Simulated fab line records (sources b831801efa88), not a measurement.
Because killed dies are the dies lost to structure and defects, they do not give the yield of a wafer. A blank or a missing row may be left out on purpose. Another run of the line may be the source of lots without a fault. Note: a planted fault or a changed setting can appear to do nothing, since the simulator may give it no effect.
Which tool is to blame? || flow sky130 || 36 wafers from 12 lots sampled at 5 of the route's 708 steps

== WHAT THE GAUGES SHOWED, per wafer ==
SKY_FIELD_ISO_THK_MEAS_25. Usual: for FIELD_ISO_CVD_24_THK the level is 593 nm and the standard deviation is 7.
{"lot": "L287", "measured": "day 2 11:05", "on": "film-metro-01", "FIELD_ISO_CVD_24_THK (nm)": "592 592 587", "flag": ""}
{"lot": "L288", "measured": "day 2 15:38", "on": "film-metro-03", "FIELD_ISO_CVD_24_THK (nm)": "597 606 592", "flag": ""}
{"lot": "L292", "measured": "day 3 10:41", "on": "film-metro-02", "FIELD_ISO_CVD_24_THK (nm)": "601 591 591", "flag": ""}
{"lot": "L294", "measured": "day 3 22:01", "on": "film-metro-02", "FIELD_ISO_CVD_24_THK (nm)": "605 601 603", "flag": ""}
{"lot": "L298", "measured": "day 4 16:16", "on": "film-metro-03", "FIELD_ISO_CVD_24_THK (nm)": "587 589 601", "flag": ""}
{"lot": "L299", "measured": "day 5 00:36", "on": "film-metro-02", "FIELD_ISO_CVD_24_THK (nm)": "583 584 595", "flag": ""}
{"lot": "L300", "measured": "day 5 07:37", "on": "film-metro-01", "FIELD_ISO_CVD_24_THK (nm)": "592 596 593", "flag": ""}
{"lot": "L303", "measured": "day 5 20:09", "on": "film-metro-03", "FIELD_ISO_CVD_24_THK (nm)": "598 593 597", "flag": ""}
{"lot": "L304", "measured": "day 5 23:39", "on": "film-metro-02", "FIELD_ISO_CVD_24_THK (nm)": "596 587 594", "flag": ""}
{"lot": "L307", "measured": "day 6 16:02", "on": "film-metro-03", "FIELD_ISO_CVD_24_THK (nm)": "610 601 594", "flag": ""}
{"lot": "L309", "measured": "day 7 01:31", "on": "film-metro-01", "FIELD_ISO_CVD_24_THK (nm)": "590 592 577", "flag": ""}
{"lot": "L310", "measured": "day 7 08:10", "on": "film-metro-03", "FIELD_ISO_CVD_24_THK (nm)": "604 599 597", "flag": ""}

SKY_VT_ADJUST_HVTR_OVL_MEAS_08. Usual: for VT_ADJUST_HVTR_OVL the level is -0.7 nm and the standard deviation is 1.3.
{"lot": "L287", "measured": "day 9 16:50", "on": "overlay-01", "VT_ADJUST_HVTR_OVL (nm)": "-1.4 0.2 -0.4", "flag": ""}
{"lot": "L288", "measured": "day 10 02:14", "on": "overlay-01", "VT_ADJUST_HVTR_OVL (nm)": "-1.5 -1.1 -1.5", "flag": ""}
{"lot": "L292", "measured": "day 11 01:12", "on": "overlay-01", "VT_ADJUST_HVTR_OVL (nm)": "1.0 1.6 -1.4", "flag": ""}
{"lot": "L294", "measured": "day 11 13:53", "on": "overlay-01", "VT_ADJUST_HVTR_OVL (nm)": "-0.4 0.2 0.5", "flag": ""}
{"lot": "L298", "measured": "day 12 22:17", "on": "overlay-02", "VT_ADJUST_HVTR_OVL (nm)": "-0.7 -1.8 0.0", "flag": ""}
{"lot": "L299", "measured": "day 13 07:50", "on": "overlay-01", "VT_ADJUST_HVTR_OVL (nm)": "-0.1 -1.2 -2.0", "flag": ""}
{"lot": "L300", "measured": "day 13 14:55", "on": "overlay-02", "VT_ADJUST_HVTR_OVL (nm)": "-0.2 -2.3 1.8", "flag": ""}
{"lot": "L303", "measured": "day 14 06:14", "on": "overlay-02", "VT_ADJUST_HVTR_OVL (nm)": "-1.1 -1.1 -1.5", "flag": ""}
{"lot": "L304", "measured": "day 14 15:05", "on": "overlay-01", "VT_ADJUST_HVTR_OVL (nm)": "-2.4 -0.2 0.0", "flag": ""}
{"lot": "L307", "measured": "day 15 12:12", "on": "overlay-01", "VT_ADJUST_HVTR_OVL (nm)": "-1.0 -2.1 -0.7", "flag": ""}
{"lot": "L309", "measured": "day 16 07:05", "on": "overlay-02", "VT_ADJUST_HVTR_OVL (nm)": "-1.8 -2.2 -0.8", "flag": ""}
{"lot": "L310", "measured": "day 16 15:23", "on": "overlay-01", "VT_ADJUST_HVTR_OVL (nm)": "0.9 0.7 0.8", "flag": ""}

SKY_SONOS_ONO_CD_MEAS_13: the cd target is 410 nm. Usual: cd-nm reads 410.1 nm (standard deviation 2).
{"lot": "L287", "measured": "day 12 22:17", "on": "cd-sem-02", "cd-nm (nm)": "410.8 412.6 409.4", "flag": ""}
{"lot": "L288", "measured": "day 13 07:04", "on": "cd-sem-02", "cd-nm (nm)": "409.6 410.3 409.6", "flag": ""}
{"lot": "L292", "measured": "day 14 08:11", "on": "cd-sem-01", "cd-nm (nm)": "407.2 407.4 409.2", "flag": ""}
{"lot": "L294", "measured": "day 14 20:13", "on": "cd-sem-02", "cd-nm (nm)": "409.4 408.2 407.4", "flag": ""}
{"lot": "L298", "measured": "day 16 12:50", "on": "cd-sem-02", "cd-nm (nm)": "410.5 410.5 410.2", "flag": ""}
{"lot": "L299", "measured": "day 17 06:02", "on": "cd-sem-02", "cd-nm (nm)": "400.0 399.7 400.3", "flag": "OFF"}
{"lot": "L300", "measured": "day 17 06:22", "on": "cd-sem-01", "cd-nm (nm)": "399.8 398.6 399.4", "flag": "OFF"}
{"lot": "L303", "measured": "day 17 23:13", "on": "cd-sem-01", "cd-nm (nm)": "410.7 412.9 411.7", "flag": ""}
{"lot": "L304", "measured": "day 18 12:45", "on": "cd-sem-01", "cd-nm (nm)": "408.1 409.8 410.2", "flag": ""}
{"lot": "L307", "measured": "day 19 09:48", "on": "cd-sem-01", "cd-nm (nm)": "408.9 409.2 408.6", "flag": ""}
{"lot": "L309", "measured": "day 20 06:16", "on": "cd-sem-02", "cd-nm (nm)": "409.9 412.3 410.6", "flag": ""}
{"lot": "L310", "measured": "day 20 14:59", "on": "cd-sem-02", "cd-nm (nm)": "410.8 411.5 410.2", "flag": ""}

== TOOL THAT RAN EACH LOT (tool first, then ch and the chambers of the sampled wafers, then the start) ==
{"lot": "L287", "SKY_PWDE_STRIP_09": "plasma-asher-03 ch 0,1, day 4 01:42", "SKY_SONOS_ONO_EXPOSE_10": "iline-stepper-02 ch 0, day 12 10:31"}
{"lot": "L288", "SKY_PWDE_STRIP_09": "plasma-asher-04 ch 0,1, day 4 07:31", "SKY_SONOS_ONO_EXPOSE_10": "iline-stepper-01 ch 0, day 12 19:29"}
{"lot": "L292", "SKY_PWDE_STRIP_09": "plasma-asher-03 ch 0, day 5 01:28", "SKY_SONOS_ONO_EXPOSE_10": "iline-stepper-01 ch 0, day 13 19:08"}
{"lot": "L294", "SKY_PWDE_STRIP_09": "plasma-asher-04 ch 0,1, day 5 13:34", "SKY_SONOS_ONO_EXPOSE_10": "iline-stepper-02 ch 0, day 14 07:22"}
{"lot": "L298", "SKY_PWDE_STRIP_09": "plasma-asher-03 ch 0,1, day 6 12:21", "SKY_SONOS_ONO_EXPOSE_10": "iline-stepper-01 ch 0, day 15 23:31"}
{"lot": "L299", "SKY_PWDE_STRIP_09": "plasma-asher-01 ch 1, day 6 19:46", "SKY_SONOS_ONO_EXPOSE_10": "iline-stepper-02 ch 0, day 16 16:22"}
{"lot": "L300", "SKY_PWDE_STRIP_09": "plasma-asher-03 ch 0,1, day 7 02:32", "SKY_SONOS_ONO_EXPOSE_10": "iline-stepper-02 ch 0, day 16 16:48"}
{"lot": "L303", "SKY_PWDE_STRIP_09": "plasma-asher-03 ch 0,1, day 7 14:19", "SKY_SONOS_ONO_EXPOSE_10": "iline-stepper-01 ch 0, day 17 09:07"}
{"lot": "L304", "SKY_PWDE_STRIP_09": "plasma-asher-03 ch 0,1, day 7 19:42", "SKY_SONOS_ONO_EXPOSE_10": "iline-stepper-01 ch 0, day 17 23:06"}
{"lot": "L307", "SKY_PWDE_STRIP_09": "plasma-asher-03 ch 0,1, day 8 13:46", "SKY_SONOS_ONO_EXPOSE_10": "iline-stepper-01 ch 0, day 18 18:35"}
{"lot": "L309", "SKY_PWDE_STRIP_09": "plasma-asher-01 ch 0,1, day 9 02:39", "SKY_SONOS_ONO_EXPOSE_10": "iline-stepper-01 ch 0, day 19 16:04"}
{"lot": "L310", "SKY_PWDE_STRIP_09": "plasma-asher-04 ch 0,1, day 9 10:28", "SKY_SONOS_ONO_EXPOSE_10": "iline-stepper-01 ch 0, day 19 23:42"}
- SKY_PWDE_STRIP_09: strips in O2/N2.
- SKY_SONOS_ONO_EXPOSE_10: exposes mask ONOM, target cd 410 nm.

== WHAT THE TOOLS THEMSELVES READ (means of the sampled wafers that have a number; where no wafer has one, the mark that the record gives instead) ==
SKY_PWDE_STRIP_09. Usual: drypump-motor-current-A 5.7 A, standard deviation 0.3; oes-product-au 0.722 a.u., standard deviation 0.0047; strip-time-to-endpoint-s 36.94 s, standard deviation 0.11.
{"lot": "L287", "tool": "plasma-asher-03", "drypump-motor-current-A (A)": 5.8, "oes-product-au (a.u.)": 0.721, "strip-time-to-endpoint-s (s)": 37.02, "flag": ""}
{"lot": "L288", "tool": "plasma-asher-04", "drypump-motor-current-A (A)": 5.7, "oes-product-au (a.u.)": 0.722, "strip-time-to-endpoint-s (s)": 36.96, "flag": ""}
{"lot": "L292", "tool": "plasma-asher-03", "drypump-motor-current-A (A)": 6.1, "oes-product-au (a.u.)": 0.722, "strip-time-to-endpoint-s (s)": 37.09, "flag": ""}
{"lot": "L294", "tool": "plasma-asher-04", "drypump-motor-current-A (A)": 5.7, "oes-product-au (a.u.)": 0.724, "strip-time-to-endpoint-s (s)": 36.88, "flag": ""}
{"lot": "L298", "tool": "plasma-asher-03", "drypump-motor-current-A (A)": 5.8, "oes-product-au (a.u.)": 0.722, "strip-time-to-endpoint-s (s)": 37.04, "flag": ""}
{"lot": "L299", "tool": "plasma-asher-01", "drypump-motor-current-A (A)": 5.7, "oes-product-au (a.u.)": 0.722, "strip-time-to-endpoint-s (s)": 36.92, "flag": ""}
{"lot": "L300", "tool": "plasma-asher-03", "drypump-motor-current-A (A)": 5.8, "oes-product-au (a.u.)": 0.724, "strip-time-to-endpoint-s (s)": 36.93, "flag": ""}
{"lot": "L303", "tool": "plasma-asher-03", "drypump-motor-current-A (A)": 5.5, "oes-product-au (a.u.)": 0.721, "strip-time-to-endpoint-s (s)": 36.97, "flag": ""}
{"lot": "L304", "tool": "plasma-asher-03", "drypump-motor-current-A (A)": 5.5, "oes-product-au (a.u.)": 0.720, "strip-time-to-endpoint-s (s)": 36.89, "flag": ""}
{"lot": "L307", "tool": "plasma-asher-03", "drypump-motor-current-A (A)": 5.8, "oes-product-au (a.u.)": 0.720, "strip-time-to-endpoint-s (s)": 37.10, "flag": ""}
{"lot": "L309", "tool": "plasma-asher-01", "drypump-motor-current-A (A)": 5.8, "oes-product-au (a.u.)": 0.723, "strip-time-to-endpoint-s (s)": 37.01, "flag": ""}
{"lot": "L310", "tool": "plasma-asher-04", "drypump-motor-current-A (A)": 5.7, "oes-product-au (a.u.)": 0.720, "strip-time-to-endpoint-s (s)": 37.03, "flag": ""}

SKY_SONOS_ONO_EXPOSE_10. Usual: exposure-dose-mJ-cm2 reads 149.96 (standard deviation 0.15).
{"lot": "L287", "tool": "iline-stepper-02", "exposure-dose-mJ-cm2": 149.82, "flag": ""}
{"lot": "L288", "tool": "iline-stepper-01", "exposure-dose-mJ-cm2": 150.04, "flag": ""}
{"lot": "L292", "tool": "iline-stepper-01", "exposure-dose-mJ-cm2": 150.13, "flag": ""}
{"lot": "L294", "tool": "iline-stepper-02", "exposure-dose-mJ-cm2": 150.06, "flag": ""}
{"lot": "L298", "tool": "iline-stepper-01", "exposure-dose-mJ-cm2": 150.10, "flag": ""}
{"lot": "L299", "tool": "iline-stepper-02", "exposure-dose-mJ-cm2": 156.66, "flag": "OFF"}
{"lot": "L300", "tool": "iline-stepper-02", "exposure-dose-mJ-cm2": 156.51, "flag": "OFF"}
{"lot": "L303", "tool": "iline-stepper-01", "exposure-dose-mJ-cm2": 149.78, "flag": ""}
{"lot": "L304", "tool": "iline-stepper-01", "exposure-dose-mJ-cm2": 150.17, "flag": ""}
{"lot": "L307", "tool": "iline-stepper-01", "exposure-dose-mJ-cm2": 149.94, "flag": ""}
{"lot": "L309", "tool": "iline-stepper-01", "exposure-dose-mJ-cm2": 150.05, "flag": ""}
{"lot": "L310", "tool": "iline-stepper-01", "exposure-dose-mJ-cm2": 150.06, "flag": ""}

== THE ANSWER, worked out from the rows above alone ==
Rule: lot off if the mean of its wafers having a number is beyond 3 standard deviations from the usual mean. Also off: a lot with no number at a reading for which 4 or more lots have one. Any other lot the step has rows for is counted as sound. The gauges are gone through in route order, then the tools' own readings, and for those a lot's mean is taken as printed above. At the first step where some lot is off, the reading lying furthest off is the one used; lots without a number count as furthest.
Off: L299, L300 (SKY_SONOS_ONO_CD_MEAS_13, cd-nm).
If a tool, at a process step before that reading, ran all the lots that are off and no sound lot after the first of them, it fits. The gauges at SKY_SONOS_ONO_CD_MEAS_13 aren't tried: what is off there is off at SKY_SONOS_ONO_EXPOSE_10 too, on other tools, and a gauge's error can't cause that. One fits: iline-stepper-02 at SKY_SONOS_ONO_EXPOSE_10. Its last sound lot is L294 (day 14 07:22), its first lot that is off L299 (day 16 16:22): a fault that began between those two fits.
The tool's own readings at SKY_SONOS_ONO_EXPOSE_10 bear it out: on the lots that are off they differ by more than 5 times the standard deviation of the sound lots' means. exposure-dose-mJ-cm2 reads 156.58 there against 150.01 on the sound lots.

== WHAT THE SIMULATOR HAD PUT IN ==
Drift in process parameters on iline-stepper-02 at SKY_SONOS_ONO_EXPOSE_10, starting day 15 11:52. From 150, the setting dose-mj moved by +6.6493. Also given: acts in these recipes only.
Lots struck among those shown: L299, L300. The rule given above showed the same thing.
